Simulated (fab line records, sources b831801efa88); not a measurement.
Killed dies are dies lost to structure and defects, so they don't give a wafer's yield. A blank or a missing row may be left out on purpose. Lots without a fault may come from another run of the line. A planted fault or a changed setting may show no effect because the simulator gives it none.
fab line records | flow sky130
record lots=5 wafers=14 last_day=50
route steps=708 shown SD_N@350 SD_P@359 RES_XHIGH@360 SALICIDE@361 LI_CONTACT@362 LOCAL_INTERCONNECT@387 PAD_OPEN@708
lots that met no fault: from a run of the same line without faults
start_h: hours from the record's first day to the start of the lot's first wafer shown | wait_h: hours since the lot's step before | " the same as in the row above | L1.1+2: a row that stands for several wafers | - no value, or no start given | * or withheld: withheld | < > ~ a bound
route shown NAME@n: a module of which the file shows steps, and the number in the route of the first | usual: mean/standard deviation of fault-free wafers | same: alike in all rows | chamber/n: place in a boat | sites: the reading at each site | _std_site: their standard deviation | _edge_site: outer sites' mean less inner sites' | radius_mm: how far each site lies from the wafer's centre | mask NAME#n: copy n | behind: the tool/chamber that last shaped the wafer | hold: why the lot was held/for how many hours/how that ended | device: the transistor (n, p or np) that didn't switch | end of line: the same wafers' tests at the end of the route | a step without rows: its recipe alone | killed: dies lost to structure and defects at the first sort, not the wafer's yield | map: a wafer's dies, x killed, . not, _ none there
set.NAME: the setting as run; set.NAME@STEP: as run at that earlier step | model.NAME: the simulator's own value behind a step, which no gauge read
lots at some steps of the route; a table a step, a row a wafer
services: from which hour (start_h, from the record's first day; less than 0 if before it) a tool's chamber was out of use, for how many hours, and why
## steps
# step SKY_SD_N_OVL_MEAS_08
# usual SD_N_OVL=-0.5/1.6
# columns lot.wafer tool chamber start_h wait_h SD_N_OVL[nm]
L989.1 overlay-01 - 694.50 0.1 -1.4
L989.5 " - " " -0.7
L989.6 " - " " -1.6
L990.1 overlay-02 - 706.42 0.1 -1.6
L990.4 " - " " -0.8
L990.5 " - " " -1.0
L994.2 overlay-02 - 735.58 0.1 -0.6
L994.6 " - " " 0.2
L104.1 overlay-01 - 813.82 0.1 -0.3
L104.3 " - " " 0.5
L104.6 " - " " 0.1
L105.1 overlay-01 - 816.67 0.1 1.2
L105.3 " - " " 0.6
L105.6 " - " " 0.9
# step SKY_SD_N_IMPLANT_09
# recipe species=As energy_kev=50 dose_cm2=4e+15 tilt_deg=0
# step SKY_SD_N_IMPLANT_10
# recipe species=P energy_kev=20 dose_cm2=1e+14 tilt_deg=0
# step SKY_SD_N_STRIP_11
# recipe chemistry=O2/N2 power_w=1400 pressure_mtorr=1500 platen_temp_c=withheld o2_flow_sccm=3000 n2_flow_sccm=300 overash_fraction=0.5
# step SKY_SD_N_TW_MEAS_12
# usual SD_N_TW=3995/56
# columns lot.wafer tool chamber start_h wait_h SD_N_TW
L989.1 film_metro-02 - 694.94 0.1 3940
L989.5 " - " " 3928
L989.6 " - " " 3946
L990.1 film_metro-02 - 706.99 0.1 3953
L990.4 " - " " 3968
L990.5 " - " " 3965
L994.2 film_metro-02 - 736.02 0.1 3936
L994.6 " - " " 3926
L104.1 film_metro-01 - 814.26 0.1 4052
L104.3 " - " " 4058
L104.6 " - " " 4056
L105.1 film_metro-02 - 817.10 0.1 3914
L105.3 " - " " 3907
L105.6 " - " " 3925
# step SKY_SD_N_CLEAN_13
# recipe chemistry=SC1/SC2 mix=1:4:20 temp_c=70 time_s=150 dry=n2_spin
# step SKY_SD_N_RTA_14
# recipe temp_c=1075 time_s=2 idle_temp_c=650 ramp_up_c_per_s=150 ramp_down_c_per_s=90 ambient=N2
# usual lamp_power_pct=15.73/0.05 wafer_temp_C_max=1077.8/1.3
# same time_s=2
# columns lot.wafer tool chamber start_h wait_h lamp_power_pct wafer_temp_C_max
L989.1 rtp_anneal-02 0 695.06 0.0 15.70 1078.4
L989.5 " 0 " " 15.74 1077.6
L989.6 " 0 " " 15.77 1077.2
L990.1 rtp_anneal-01 0 707.10 0.0 15.70 1077.2
L990.4 " 0 " " 15.71 1079.6
L990.5 " 0 " " 15.72 1078.5
L994.2 rtp_anneal-01 0 736.13 0.0 15.73 1077.1
L994.6 " 0 " " 15.59 1078.8
L104.1 rtp_anneal-01 0 814.37 0.0 15.72 1080.5
L104.3 " 0 " " 15.83 1076.9
L104.6 " 0 " " 15.75 1076.9
L105.1 rtp_anneal-02 0 817.21 0.0 15.72 1078.3
L105.3 " 0 " " 15.67 1076.4
L105.6 " 0 " " 15.69 1077.5
# step SKY_SD_N_RS_MEAS_16
# recipe thk_meas_gauge=four-point-probe
# usual SD_N_RS=68.52/0.14
# columns lot.wafer tool chamber start_h wait_h SD_N_RS[ohm/sq]
L989.1 film_metro-03 - 695.28 0.1 68.46
L989.5 " - " " 68.45
L989.6 " - " " 68.58
L990.1 film_metro-03 - 707.27 0.1 68.61
L990.4 " - " " 68.59
L990.5 " - " " 68.46
L994.2 film_metro-02 - 736.31 0.1 68.24
L994.6 " - " " 68.26
L104.1 film_metro-01 - 814.54 0.1 68.81
L104.3 " - " " 68.63
L104.6 " - " " 68.66
L105.1 film_metro-03 - 817.39 0.1 68.56
L105.3 " - " " 68.49
L105.6 " - " " 68.62
# step SKY_SD_N_RS_MEAS_17
# recipe thk_meas_gauge=four-point-probe
# usual SD_P_RS=147.0/0.3
# columns lot.wafer tool chamber start_h wait_h SD_P_RS[ohm/sq]
L989.1 film_metro-03 - 695.40 0.1 147.0
L989.5 " - " " 146.9
L989.6 " - " " 147.4
L990.1 film_metro-03 - 707.39 0.1 147.1
L990.4 " - " " 147.3
L990.5 " - " " 147.3
L994.2 film_metro-02 - 736.43 0.1 146.7
L994.6 " - " " 147.3
L104.1 film_metro-01 - 814.66 0.1 147.5
L104.3 " - " " 147.5
L104.6 " - " " 147.2
L105.1 film_metro-03 - 817.51 0.1 147.6
L105.3 " - " " 147.3
L105.6 " - " " 147.4
# step SKY_SD_N_RS_MEAS_18
# recipe thk_meas_gauge=four-point-probe
# usual RES_XHIGH_RS=333.2/1.1
# columns lot.wafer tool chamber start_h wait_h RES_XHIGH_RS[ohm/sq]
L989.1 film_metro-03 - 695.52 0.1 333.5
L989.5 " - " " 332.9
L989.6 " - " " 332.5
L990.1 film_metro-03 - 707.51 0.1 334.0
L990.4 " - " " 333.0
L990.5 " - " " 332.9
L994.2 film_metro-02 - 736.55 0.1 333.0
L994.6 " - " " 334.0
L104.1 film_metro-01 - 814.78 0.1 333.3
L104.3 " - " " 331.6
L104.6 " - " " 332.7
L105.1 film_metro-03 - 817.63 0.1 333.5
L105.3 " - " " 333.8
L105.6 " - " " 333.1
# step SKY_SALICIDE_CLEAN_00
# recipe chemistry=HF-last time_s=30 dilution=100:1 dry=ipa_marangoni
# step SKY_LI_CONTACT_HDPCVD_00
# recipe material=PSG target_thk_nm=930 sigma_open_frac=0.3 time_s=155 temp_c=600 sih4_flow_sccm=60 pressure_mtorr=6
# columns lot.wafer tool chamber start_h wait_h model.PSG_of_LI_CONTACT_HDPCVD_00.thk_nm
L989.1 hdpcvd-01 1 695.66 0.0 947.9
L989.5 " 1 " " 947.8
L989.6 " 2 " " 924.7
L990.1 hdpcvd-01 1 707.65 0.0 930.4
L990.4 " 0 " " 929.4
L990.5 " 2 " " 909.1
L994.2 hdpcvd-01 1 736.67 0.0 932.7
L994.6 " 2 " " 502.4
L104.1 hdpcvd-01 0 814.92 0.0 917.8
L104.3 " 1 " " 942
L104.6 " 0 " " 909.8
L105.1 hdpcvd-02 1 817.76 0.0 936.6
L105.3 " 0 " " 957.9
L105.6 " 2 " " 937
# step SKY_LI_CONTACT_THK_MEAS_01
# recipe reads=PSG_of_LI_CONTACT_HDPCVD_00
# usual LI_CONTACT_HDPCVD_THK=930/12
# columns lot.wafer tool chamber start_h wait_h LI_CONTACT_HDPCVD_THK[nm]
L989.1 film_metro-02 - 695.76 0.1 947
L989.5 " - " " 948
L989.6 " - " " 925
L990.1 film_metro-03 - 707.75 0.1 931
L990.4 " - " " 930
L990.5 " - " " 909
L994.2 film_metro-03 - 736.78 0.1 933
L994.6 " - " " 503
L104.1 film_metro-03 - 815.02 0.1 919
L104.3 " - " " 942
L104.6 " - " " 910
L105.1 film_metro-01 - 817.87 0.1 936
L105.3 " - " " 958
L105.6 " - " " 937
# step SKY_LI_CONTACT_CMP_02
# recipe material=PSG down_force_psi=4 platen_rpm=60 pad_velocity_m_s=0.94248
# usual motor_current_A=12.0/0.93 time_to_endpoint_s=34/3.1
# columns lot.wafer tool chamber start_h wait_h motor_current_A time_to_endpoint_s
L989.1 cmp-01 3 695.97 0.2 11.2 36
L989.5 " 0 " " 11.3 36
L989.6 " 1 " " 13.5 37
L990.4 cmp-01 3 707.91 0.1 11.2 34
L990.1 " 0 " " 11.8 35
L990.5 " 2 " " 12.0 34
L994.2 cmp-01 0 736.98 0.2 12.2 32
L994.6 " 1 " " 12.6 20
L104.1 cmp-01 2 815.08 0.1 12.7 33
L104.3 " 0 " " 11.3 33
L104.6 " 3 " " 11.2 30
L105.1 cmp-01 2 817.93 0.1 12.2 33
L105.3 " 1 " " 13.7 41
L105.6 " 3 " " 10.7 30
# step SKY_LI_CONTACT_BOW_MEAS_03
# recipe mode=bow
# usual LI_CONTACT_BOW=55/6.3
# columns lot.wafer tool chamber start_h wait_h LI_CONTACT_BOW[um]
L989.1 film_metro-03 - 696.12 0.1 60
L989.5 " - " " 53
L989.6 " - " " 48
L990.1 film_metro-03 - 708.11 0.1 55
L990.4 " - " " 58
L990.5 " - " " 57
L994.2 film_metro-03 - 737.15 0.1 56
L994.6 " - " " 60
L104.1 film_metro-02 - 815.38 0.2 62
L104.3 " - " " 54
L104.6 " - " " 69
L105.1 film_metro-03 - 818.23 0.2 52
L105.3 " - " " 55
L105.6 " - " " 55
# step SKY_LI_CONTACT_DEHYDRATE_04
# recipe temp_c=200 time_s=60
# step SKY_LI_CONTACT_HMDS_05
# recipe prime_time_s=60 prime_temp_c=120
# step SKY_LI_CONTACT_COAT_06
# recipe resist=BARC temp_c=withheld time_s=withheld spin_rpm=3000 resist_thk_nm=60
# step SKY_LI_CONTACT_COAT_07
# recipe resist=KrF-thick spin_rpm=3000 resist_thk_nm=450
# step SKY_LI_CONTACT_SOFTBAKE_08
# recipe temp_c=100 time_s=90 resist=KrF-thick
# step SKY_LI_CONTACT_EXPOSE_09
# recipe mask_id=LICM1 na=0.8 source_shape=annular sigma_inner=0.55 sigma_outer=0.85 target_cd_nm=170 dose_mj=38
# step SKY_LI_CONTACT_PEB_10
# recipe peb_temp_c=withheld peb_time_s=withheld resist=KrF-thick
# step SKY_LI_CONTACT_DEVELOP_11
# recipe develop_time_s=60 resist=KrF-thick dev_temp_c=21
# step SKY_LI_CONTACT_CD_MEAS_12
# recipe target_cd_nm=170
# usual cd_nm=169.9/1.2
# columns lot.wafer tool chamber start_h wait_h cd_nm
L989.1 cd_sem-01 - 723.90 - 170.6
L989.5 " - " " 172.7
L989.6 " - " " 172.6
L990.1 cd_sem-01 - 735.09 - 170.0
L990.4 " - " " 169.2
L990.5 " - " " 168.7
L994.2 cd_sem-01 - 764.82 - 170.9
L994.6 " - " " 171.0
L104.1 cd_sem-02 - 841.64 - 171.5
L104.3 " - " " 171.8
L104.6 " - " " 171.6
L105.1 cd_sem-01 - 843.59 - 170.0
L105.3 " - " " 170.2
L105.6 " - " " 169.9
# step SKY_LI_CONTACT_OVL_MEAS_13
# usual LI_CONTACT_OVL=4/5.5
# columns lot.wafer tool chamber start_h wait_h LI_CONTACT_OVL[nm]
L989.1 overlay-02 - 724.02 0.1 -9
L989.5 " - " " -8
L989.6 " - " " 6
L990.1 overlay-01 - 735.21 0.1 5
L990.4 " - " " 7
L990.5 " - " " 7
L994.2 overlay-02 - 764.93 0.1 7
L994.6 " - " " 6
L104.1 overlay-01 - 841.76 0.1 6
L104.3 " - " " 6
L104.6 " - " " 6
L105.1 overlay-02 - 843.71 0.1 10
L105.3 " - " " 7
L105.6 " - " " 7
# step SKY_LI_CONTACT_ETCH_14
# recipe chemistry=N2/H2 target=BARC ion_energy_ev=200 source_w=500 bias_w=100 pressure_mtorr=30 n2_flow_sccm=100 h2_flow_sccm=200 stop_on=SiO2 time_s=45.9 target_depth_a=600
# usual chamber_pressure_mTorr=30.001/0.028 drypump_motor_current_A=5.9/0.41 oes_product_au=0.855/0.0047 throttle_valve_pct=13.224/0.0089
# same time_s=45.9
# columns lot.wafer tool chamber start_h wait_h chamber_pressure_mTorr drypump_motor_current_A oes_product_au rf_hours_counter_h throttle_valve_pct
L989.1 rie_diel-02 0 724.06 0.0 30.000 6.1 0.853 1 13.222
L989.5 " 0 " " 29.993 6.1 0.858 - 13.226
L989.6 " 1 " " 29.972 6.2 0.844 - 13.225
L990.1 rie_diel-03 3 735.24 0.0 29.981 6.3 0.860 39 13.209
L990.4 " 0 " " 30.001 6.4 0.851 16 13.212
L990.5 " 2 " " 29.989 5.4 0.853 - 13.215
L994.2 rie_diel-03 2 764.96 0.0 30.049 5.4 0.857 18 13.222
L994.6 " 0 " " 29.996 6.4 0.855 - 13.224
L104.1 rie_diel-02 1 841.79 0.0 30.033 6.2 0.854 4 13.219
L104.3 " 0 " " 30.021 6.1 0.853 4 13.238
L104.6 " 0 " " 30.044 6.1 0.849 - 13.225
L105.1 rie_diel-02 2 843.74 0.0 30.021 5.4 0.846 2 13.211
L105.3 " 0 " " 30.008 6.1 0.853 5 13.229
L105.6 " 3 " " 29.959 6.4 0.850 - 13.220
# step SKY_LI_CONTACT_ETCH_15
# recipe target=PSG chemistry=C4F8/O2/Ar stop_on=Si taper_deg=4.15 mask_material=KrF-thick source_w=1500 bias_w=1200 pressure_mtorr=40 c4f8_flow_sccm=withheld O2_flow_sccm=6 Ar_flow_sccm=300 time_s=withheld target_depth_a=6000
# usual chamber_pressure_mTorr=40.00/0.04 oes_product_au=0.838/0.0046
# columns lot.wafer tool chamber start_h wait_h chamber_pressure_mTorr oes_product_au model.etch.depth_nm model.LI_CONTACT.feature_depth_nm
L989.1 rie_diel-02 0 724.10 0.0 40.07 0.839 597.4 597.4
L989.5 " 0 " " 39.98 0.834 598.3 598.3
L989.6 " 1 " " 39.96 0.835 599 599
L990.1 rie_diel-03 3 735.28 0.0 40.02 0.839 598.3 598.3
L990.4 " 0 " " 39.91 0.839 597.5 597.5
L990.5 " 2 " " 39.98 0.839 599.6 599.6
L994.2 rie_diel-03 2 765.00 0.0 40.02 0.837 596.7 596.7
L994.6 " 0 " " 40.00 0.761 502.4 502.4
L104.1 rie_diel-02 1 841.83 0.0 39.92 0.831 597.4 597.4
L104.3 " 0 " " 39.93 0.835 597.3 597.3
L104.6 " 0 " " 40.00 0.842 596.4 596.4
L105.1 rie_diel-02 2 843.79 0.0 40.01 0.838 596.1 596.1
L105.3 " 0 " " 39.95 0.834 596.7 596.7
L105.6 " 3 " " 40.00 0.833 595.9 595.9
# step SKY_LI_CONTACT_STRIP_16
# recipe chemistry=O2/N2 power_w=1400 pressure_mtorr=1500 platen_temp_c=withheld o2_flow_sccm=3000 n2_flow_sccm=300 overash_fraction=0.5
# usual chamber_pressure_mTorr=1500.0/1.5 drypump_motor_current_A=5.7/0.46 oes_product_au=0.377/0.0056 strip_time_to_endpoint_s=3.51/0.049
# columns lot.wafer tool chamber start_h wait_h chamber_pressure_mTorr drypump_motor_current_A oes_product_au rf_hours_counter_h strip_time_to_endpoint_s
L989.1 plasma_asher-02 0 724.18 - 1499.9 6.2 0.378 102 3.49
L989.5 " 0 " " 1499.8 6.2 0.383 - 3.47
L989.6 " 1 " " 1499.0 5.1 0.376 - 3.51
L990.1 plasma_asher-03 1 735.37 - 1499.4 5.6 0.385 93 3.48
L990.4 " 0 " " 1500.8 5.7 0.375 - 3.60
L990.5 " 0 " " 1499.3 5.7 0.373 - 3.48
L994.2 plasma_asher-02 0 765.08 - 1501.3 6.2 0.389 2 3.53
L994.6 " 1 " " 1502.2 5.1 0.372 - 3.58
L104.1 plasma_asher-02 1 841.92 - 1503.4 5.1 0.375 10 3.46
L104.3 " 0 " " 1499.6 6.2 0.374 - 3.47
L104.6 " 0 " " 1498.1 6.2 0.373 - 3.45
L105.1 plasma_asher-01 0 843.87 - 1499.9 5.3 0.369 73 3.48
L105.3 " 0 " " 1500.3 5.3 0.373 - 3.46
L105.6 " 0 " " 1498.7 5.3 0.366 - 3.47
# step SKY_LI_CONTACT_CLEAN_17
# recipe chemistry=NMP time_s=600 temp_c=60 dry=n2_spin
# step SKY_LI_CONTACT_PRE_CLEAN_18
# recipe gas=Ar time_s=5.6 bias_v=358
# step SKY_LI_CONTACT_SPUTTER_19
# recipe material=Ti target_thk_nm=20 chamber_pressure_pa=5 power_w=2500 substrate_temp_c=200 time_s=106.37
# usual throttle_valve_pct=29.9/1.1
# same time_s=106.37
# columns lot.wafer tool chamber start_h wait_h throttle_valve_pct
L989.1 pvd_sputter-04 - 724.48 0.0 30.6
L989.5 " - " " 30.0
L989.6 " - " " 28.7
L990.1 pvd_sputter-04 - 735.68 0.0 28.6
L990.4 " - " " 30.8
L990.5 " - " " 30.9
L994.2 pvd_sputter-02 - 765.59 0.0 30.3
L994.6 " - " " 29.6
L104.1 pvd_sputter-04 - 842.25 0.0 30.3
L104.3 " - " " 30.9
L104.6 " - " " 28.4
L105.1 pvd_sputter-04 - 844.17 0.0 28.6
L105.3 " - " " 29.9
L105.6 " - " " 31.0
# step SKY_LI_CONTACT_SPUTTER_20
# recipe material=TiN target_thk_nm=20 chamber_pressure_pa=5 power_w=4000 time_s=80
# usual throttle_valve_pct=29.9/1.1
# same time_s=80
# columns lot.wafer tool chamber start_h wait_h throttle_valve_pct
L989.1 pvd_sputter-04 - 724.56 0.0 30.5
L989.5 " - " " 29.6
L989.6 " - " " 28.5
L990.1 pvd_sputter-04 - 735.76 0.0 28.7
L990.4 " - " " 30.5
L990.5 " - " " 30.7
L994.2 pvd_sputter-02 - 765.66 0.0 30.3
L994.6 " - " " 29.6
L104.1 pvd_sputter-04 - 842.32 0.0 30.3
L104.3 " - " " 31.0
L104.6 " - " " 28.5
L105.1 pvd_sputter-04 - 844.24 0.0 28.7
L105.3 " - " " 29.9
L105.6 " - " " 30.7
# step SKY_LI_CONTACT_CVD_21
# recipe material=W target_thk_nm=400 time_s=120.56 temp_c=400 pressure_torr=40
# step SKY_LI_CONTACT_RS_MEAS_22
# recipe thk_meas_gauge=four-point-probe reads=W_of_LI_CONTACT_CVD_21+TiN_of_LI_CONTACT_SPUTTER_20+Ti_of_LI_CONTACT_SPUTTER_19
# usual LI_CONTACT_W_RS=0.286/0.0042
# columns lot.wafer tool chamber start_h wait_h LI_CONTACT_W_RS[ohm/sq]
L989.1 film_metro-02 - 724.74 0.1 0.291
L989.5 " - " " 0.289
L989.6 " - " " 0.291
L990.1 film_metro-03 - 735.94 0.1 0.284
L990.4 " - " " 0.284
L990.5 " - " " 0.288
L994.2 film_metro-03 - 765.87 0.1 0.277
L994.6 " - " " 0.278
L104.1 film_metro-02 - 842.51 0.1 0.279
L104.3 " - " " 0.290
L104.6 " - " " 0.287
L105.1 film_metro-03 - 844.43 0.1 0.280
L105.3 " - " " 0.282
L105.6 " - " " 0.281
# step SKY_LI_CONTACT_THK_MEAS_23
# recipe thk_meas_gauge=xrf reads=W_of_LI_CONTACT_CVD_21
# usual LI_CONTACT_W_THK=394/6.9
# columns lot.wafer tool chamber start_h wait_h LI_CONTACT_W_THK[nm]
L989.1 film_metro-02 - 724.86 0.1 385
L989.5 " - " " 388
L989.6 " - " " 387
L990.1 film_metro-03 - 736.06 0.1 397
L990.4 " - " " 398
L990.5 " - " " 391
L994.2 film_metro-03 - 765.98 0.1 406
L994.6 " - " " 403
L104.1 film_metro-02 - 842.63 0.1 407
L104.3 " - " " 388
L104.6 " - " " 392
L105.1 film_metro-03 - 844.55 0.1 400
L105.3 " - " " 397
L105.6 " - " " 399
# step SKY_LI_CONTACT_CMP_24
# recipe stop_on=PSG t_overpolish_s=20 down_force_psi=3.5 platen_rpm=60 target_thk_nm=0 pad_velocity_m_s=0.94248
# usual motor_current_A=10.9/0.77 overpolish_run_s=20.000/0.0086 time_to_endpoint_s=99/4.4
# columns lot.wafer tool chamber start_h wait_h motor_current_A overpolish_run_s time_to_endpoint_s model.PSG_of_LI_CONTACT_HDPCVD_00.thk_nm
L989.1 cmp-02 3 724.97 0.1 10.7 19.989 103 587.9
L989.6 " 2 " " 11.1 19.998 98 589.5
L989.5 " 3 " " 10.6 19.997 101 588.8
L990.1 cmp-01 0 736.17 0.1 11.2 19.992 95 588.8
L990.4 " 1 " " 13.4 20.002 99 588
L990.5 " 0 " " 10.9 19.989 98 590.1
L994.2 cmp-01 1 766.18 0.2 12.0 20.008 106 587.3
L994.6 " 2 " " 11.3 20.002 101 492.9
L104.3 cmp-02 1 842.74 0.1 11.1 19.999 91 587.9
L104.1 " 3 " " 10.5 20.015 107 587.9
L104.6 " 1 " " 10.7 19.997 95 587
L105.3 cmp-01 3 844.66 0.1 9.7 20.001 97 587.3
L105.1 " 0 " " 10.8 20.001 99 586.6
L105.6 " 3 " " 9.9 20.001 98 586.4
# step SKY_LOCAL_INTERCONNECT_SPUTTER_00
# recipe material=TiN target_thk_nm=100 temp_c=300 power_w=6500 time_s=83.3 chamber_pressure_pa=0.4
# step SKY_PAD_OPEN_PROBE_99
# usual killed_at_M0_to_M3=43/6.5 killed_at_M4_up=3.1/1.8 killed_at_contacts=24/5.6 killed_at_front_end=15/4.2 killed_at_other=0.3/0.5 killed_dies=86/8.9 killed_open=47/6.9 killed_short=39/5.9
# same gross_dies=492 killed_at_back_side=0
# columns lot.wafer tool chamber start_h wait_h killed_at_M0_to_M3 killed_at_M4_up killed_at_contacts killed_at_front_end killed_at_other killed_dies killed_open killed_short model.etest.licon_pdiff.rc_ohm model.etest.cap_li_to_poly.c_af_um2 model.etest.licon_high_po.rc_ohm model.etest.licon_ndiff.rc_ohm model.etest.licon_poly.rc_ohm model.etest.cap_li_to_well.c_af_um2
L989.1 prober-02 - 1109.93 0.1 52 3 21 23 0 99 58 41 579.4 99.68 340.4 177.9 152.2 35.92
L989.5 prober-02 - 1110.13 0.2 39 2 18 22 0 81 41 40 553.3 98.3 330.3 176.3 146.7 37.74
L989.6 prober-02 - 1110.18 0.2 41 4 25 10 0 80 41 39 553.2 96.86 344.5 177.9 150.7 37.61
L990.1 prober-01 - 1115.70 0.1 33 4 18 10 0 65 33 32 590.3 103.4 361.1 186.7 155.5 37.34
L990.4 prober-01 - 1115.85 0.2 47 1 25 27 1 101 54 47 606.7 100.6 350.2 183.3 156.2 36.65
L990.5 prober-01 - 1115.90 0.2 36 2 24 16 0 78 39 39 601.9 97.47 357.2 187.2 156.4 36.1
L994.2 prober-01 - 1136.65 0.1 51 3 30 17 0 101 53 48 583.3 100.6 351 182.4 148.8 37.6
L994.6 prober-01 - 1136.85 0.2 53 4 31 16 0 104 49 55 544.3 141.9 331 165 141.3 42.65
L104.1 prober-01 - 1189.41 0.1 42 4 30 9 2 87 56 31 571 101.4 339.3 176.1 146.8 35.35
L104.3 prober-01 - 1189.51 0.2 42 5 29 13 0 89 50 39 555.1 101 330.4 172 147.3 36.44
L104.6 prober-01 - 1189.66 0.2 48 3 17 19 0 87 50 37 583.4 100.4 344.1 179.7 151.2 36.77
L105.1 prober-02 - 1190.41 0.1 46 1 35 11 0 93 51 42 589.5 104.4 354.9 178.3 154.2 37.3
L105.3 prober-02 - 1190.51 0.2 52 2 35 16 1 106 47 59 562.1 101.3 349.3 173.4 146.7 37.87
L105.6 prober-02 - 1190.66 0.2 38 1 32 17 1 89 52 37 552.5 99.57 349.6 175.7 150.1 37.37
# killed by level:class
L989.1 VIA1:geometric_particle:open=13 LI_CONTACT:geometric_particle:open=12 VIA1:geometric_particle:short=8 VIA2:geometric_particle:open=6 FIELD_ISO:geometric_particle:open=5 FIELD_ISO:geometric_particle:short=5 CONTACT:geometric_particle:open=5 METAL1:geometric_particle:short=5
L989.5 VIA2:geometric_particle:open=9 FIELD_ISO:geometric_particle:short=8 LI_CONTACT:geometric_particle:open=8 METAL3:geometric_particle:short=5 CONTACT:geometric_particle:open=5 METAL1:geometric_particle:short=5 VIA1:geometric_particle:open=5 VIA1:geometric_particle:short=4
L989.6 VIA1:geometric_particle:open=11 LI_CONTACT:geometric_particle:open=8 LOCAL_INTERCONNECT:geometric_particle:short=6 VIA2:geometric_particle:open=5 CONTACT:geometric_particle:short=5 CONTACT:geometric_particle:open=5 POLY_GATE:geometric_particle:open=4 VIA3:geometric_particle:open=4
L990.1 CONTACT:geometric_particle:open=7 METAL1:geometric_particle:short=6 LI_CONTACT:geometric_particle:open=5 METAL2:geometric_particle:short=5 VIA2:geometric_particle:open=5 FIELD_ISO:geometric_particle:open=3 POLY_GATE:geometric_particle:short=3 POLY_GATE:geometric_particle:open=3
L990.4 VIA2:geometric_particle:open=10 VIA2:geometric_particle:short=9 FIELD_ISO:geometric_particle:short=8 CONTACT:geometric_particle:open=8 LI_CONTACT:geometric_particle:open=7 VIA1:geometric_particle:open=7 VIA3:geometric_particle:open=6 POLY_GATE:geometric_particle:open=5
L990.5 LI_CONTACT:geometric_particle:open=10 VIA1:geometric_particle:open=10 VIA1:geometric_particle:short=6 LOCAL_INTERCONNECT:geometric_particle:short=6 VIA3:geometric_particle:open=6 FIELD_ISO:geometric_particle:open=4 POLY_GATE:geometric_particle:open=4 POLY_GATE:geometric_particle:short=4
L994.2 CONTACT:geometric_particle:open=16 POLY_GATE:geometric_particle:open=9 VIA2:geometric_particle:short=9 VIA1:geometric_particle:short=7 VIA3:geometric_particle:open=7 LI_CONTACT:geometric_particle:short=6 METAL2:geometric_particle:short=6 VIA2:geometric_particle:open=6
L994.6 VIA1:geometric_particle:open=13 CONTACT:geometric_particle:open=11 METAL1:geometric_particle:short=8 LOCAL_INTERCONNECT:geometric_particle:short=7 METAL2:geometric_particle:short=7 FIELD_ISO:geometric_particle:open=6 LI_CONTACT:geometric_particle:open=6 CONTACT:geometric_particle:short=6
L104.1 CONTACT:geometric_particle:open=11 VIA1:geometric_particle:open=9 LI_CONTACT:geometric_particle:open=8 VIA2:geometric_particle:open=8 VIA3:geometric_particle:open=5 METAL2:geometric_particle:short=5 LOCAL_INTERCONNECT:geometric_particle:open=4 CONTACT:geometric_particle:short=4
L104.3 VIA1:geometric_particle:open=9 CONTACT:geometric_particle:open=9 VIA3:geometric_particle:open=9 LI_CONTACT:geometric_particle:open=8 POLY_GATE:geometric_particle:short=5 LOCAL_INTERCONNECT:geometric_particle:short=5 FIELD_ISO:geometric_particle:open=4 VIA2:geometric_particle:open=4
L104.6 VIA1:geometric_particle:open=11 POLY_GATE:geometric_particle:open=9 VIA2:geometric_particle:open=8 METAL2:geometric_particle:short=7 LI_CONTACT:geometric_particle:open=5 CONTACT:geometric_particle:open=5 VIA3:geometric_particle:open=5 POLY_GATE:geometric_particle:short=4
L105.1 CONTACT:geometric_particle:open=12 LI_CONTACT:geometric_particle:open=8 METAL2:geometric_particle:short=8 VIA1:geometric_particle:open=8 VIA2:geometric_particle:open=8 LOCAL_INTERCONNECT:geometric_particle:short=7 CONTACT:geometric_particle:short=6 VIA1:geometric_particle:short=5
L105.3 CONTACT:geometric_particle:open=14 METAL2:geometric_particle:short=9 VIA1:geometric_particle:short=9 LI_CONTACT:geometric_particle:open=8 CONTACT:geometric_particle:short=8 VIA1:geometric_particle:open=7 POLY_GATE:geometric_particle:short=7 VIA3:geometric_particle:open=5
L105.6 VIA1:geometric_particle:open=12 CONTACT:geometric_particle:open=11 LI_CONTACT:geometric_particle:open=10 CONTACT:geometric_particle:short=8 METAL2:geometric_particle:short=5 VIA2:geometric_particle:open=5 POLY_CUT:geometric_particle:open=4 VIA3:geometric_particle:open=4
## services
# columns tool chamber start_h hours kind
cmp-02 - 675.94 1.9 repair
cmp-02 - 688.07 0.6 repair
cmp-02 - 689.87 8.6 pm
plasma_asher-03 - 690.31 0.4 repair
plasma_asher-01 - 694.85 2.8 pm
pvd_sputter-04 - 696.75 2.5 repair
cmp-02 - 701.02 0.5 repair
rie_diel-02 2 701.54 5.8 repair
rie_diel-02 3 708.49 2.4 repair
cmp-01 - 720.44 3.4 pm
pvd_sputter-04 - 731.81 1.0 repair
plasma_asher-02 - 733.80 9.0 pm
rie_diel-03 - 739.79 14.6 pm
cmp-02 - 744.11 4.0 pm
hdpcvd-01 - 746.63 0.9 repair
cmp-02 - 770.27 2.5 repair
pvd_sputter-02 - 772.52 4.3 repair
cmp-01 - 772.61 15.7 repair
rie_diel-02 2 787.87 7.6 repair
rie_diel-03 1 788.88 2.7 repair
hdpcvd-01 - 791.96 5.7 repair
rie_diel-02 0 811.91 2.8 repair
pvd_sputter-02 - 812.37 0.5 repair
cmp-01 - 824.60 0.7 repair
## key
first_sign step=SKY_LI_CONTACT_THK_MEAS_01 reading=LI_CONTACT_HDPCVD_THK direction=down sigmas=35 usual=930 struck=503
effect step=SKY_LI_CONTACT_CMP_02 reading=time_to_endpoint_s direction=down sigmas=4.7 usual=* struck=*
effect step=SKY_LI_CONTACT_ETCH_15 reading=oes_product_au direction=down sigmas=17 usual=0.838 struck=0.761
model_effect step=SKY_LI_CONTACT_HDPCVD_00 value=PSG_of_LI_CONTACT_HDPCVD_00.thk_nm without=905.9 struck=502.4
model_effect step=SKY_LI_CONTACT_ETCH_15 value=etch.depth_nm without=598 struck=502.4
model_effect step=SKY_LI_CONTACT_CMP_24 value=PSG_of_LI_CONTACT_HDPCVD_00.thk_nm without=588.5 struck=492.9
model_effect step=SKY_PAD_OPEN_PROBE_99 value=etest.licon_pdiff.rc_ohm without=587.7 struck=544.3
met_at SKY_LI_CONTACT_HDPCVD_00
struck_wafers L994.6
tester_left_out L994
onset_between 707.65 736.67
fault kind=process_parameter_drift tool=hdpcvd-01 chamber=- onset_h=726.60 steps=SKY_LI_CONTACT_HDPCVD_00 channel=target_thk_nm offset=-403.56 shape=step end_h=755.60 scope=struck_wafers_only acts_in=these_recipes_only stated=930
# tester_left_out: of these lots the tester's yield and bins aren't shown, on N5 and GAA mostly nor the transistor test; their killed dies are dies lost to structure and defects alone, not to doping, threshold or leakage, so they don't give the yield
